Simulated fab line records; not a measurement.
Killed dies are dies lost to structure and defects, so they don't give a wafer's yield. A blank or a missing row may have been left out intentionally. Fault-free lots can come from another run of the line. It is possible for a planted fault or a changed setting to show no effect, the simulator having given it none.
Problem report in the 8D (eight disciplines) form, filled by code -- flow gf180mcu -- the parts of the form that need people (team, actions taken, sign-off) are left out

== 1. WHAT WENT WRONG ==
Wafers free of any fault read 300 nm (standard deviation 4.2) for V5_CVD_00_THK at GF_V5_THK_MEAS_01, against a mean of 240 nm on 6 wafers of 2 lots. That is -14 standard deviations from the usual mean.
Seen first at day 29 14:41 on film metro-01, wafer L773.1. The record has a number at this step for 33 wafers belonging to 11 lots. By rule, "out" or "out of limits" means more than 4 standard deviations away from the usual mean. The other wafers with a number count as sound.

== 2. WHAT IT IS, AND WHAT IT ISN'T ==
question,is,is not
which readings at this step,V5_CVD_00_THK,-
which lots,"L773, L777","L765, L766, L767, L768, L769, L770, L772, L787, L788"
which wafers of those lots,all that have a number,-
read on which gauges,"film metro-01, film metro-02",film metro-04
when,from day 29 14:41,"up to then (21 sound wafers); but 6 sound wafers of L787, L788 came after"

== 3. WHAT RULES OUT EACH SUSPECT ==
Counting: a tool at a process step up to the reading stays a suspect if it ran every lot that is out and no sound lot after the first of them.
- ruled out: the gauge at GF_V5_THK_MEAS_01. The wafers that are out were read on 2 gauges (film metro-01, film metro-02).
- pvd sputter-01 at GF_MIM_SPUTTER_03 (material Ti, target thk 10 nm, time 6.7 s): ruled out as a lasting fault. The sound lots L787, L788 went through it after L773, its earliest lot that is out (day 27 20:20).
- rie metal-04 at GF_MIM_METAL_ETCH_19 (etches the open film in Cl2/BCl3, stops on Si3N4, target depth 324.5 nm, time 54.1 s): ruled out as a lasting fault. The sound lots L787, L788 went through it after L773, its earliest lot that is out (day 28 17:26).
- plasma asher-01 at GF_M5_STRIP_11 (strips in O2/N2): ruled out as a lasting fault. The sound lots L787 went through it after L773, its earliest lot that is out (day 29 14:06).
- hdpcvd-01 at GF_V5_CVD_00 (deposits SiO2, target thk 300 nm, time 50 s): ruled out as a lasting fault. The sound lots L788 went through it after L773, its earliest lot that is out (day 29 14:38).
Left after counting: nothing in the record.

== 4. THE CAUSE (what the simulator had put in) ==
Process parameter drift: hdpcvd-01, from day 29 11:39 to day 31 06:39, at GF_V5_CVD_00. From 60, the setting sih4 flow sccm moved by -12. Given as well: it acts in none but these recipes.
Counting ruled it out, wrongly: the rule takes a fault to strike every lot that its tool runs from its start on, and this one did not.

== 5. THE EFFECT CHAIN, in route order ==
Rows list readings where the struck wafers' mean (over those with a number) sits beyond 3 standard deviations from the usual. Scope: only readings with a usual standard deviation given in the record; hours: median across lots of the time from each lot's start at the first step in this table that gives one to its start at this step; sigmas: change in usual standard deviations.
hours,step,reading,usual,on struck wafers,change,sigmas
0,GF_V5_CVD_00,sih4 flow sccm,60.00 sccm,48.10,-11.90,-66
0,GF_V5_THK_MEAS_01,V5_CVD_00_THK,300 nm,240,-60,-14
Here are the process steps it includes:
- GF_V5_CVD_00: deposits SiO2, target thk 300 nm, time 50 s.

== 6. WHAT WOULD HAVE CAUGHT IT SOONER ==
Counted from the fault's start at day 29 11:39, it took 3 hours until the first out-of-limits reading at a measuring or inspecting step in this record, taken at day 29 14:41.
The tool's own readings at GF_V5_CVD_00 were out on every struck wafer that the step has a row for (sih4 flow sccm): an alarm limit on them would have fired on the first of those.
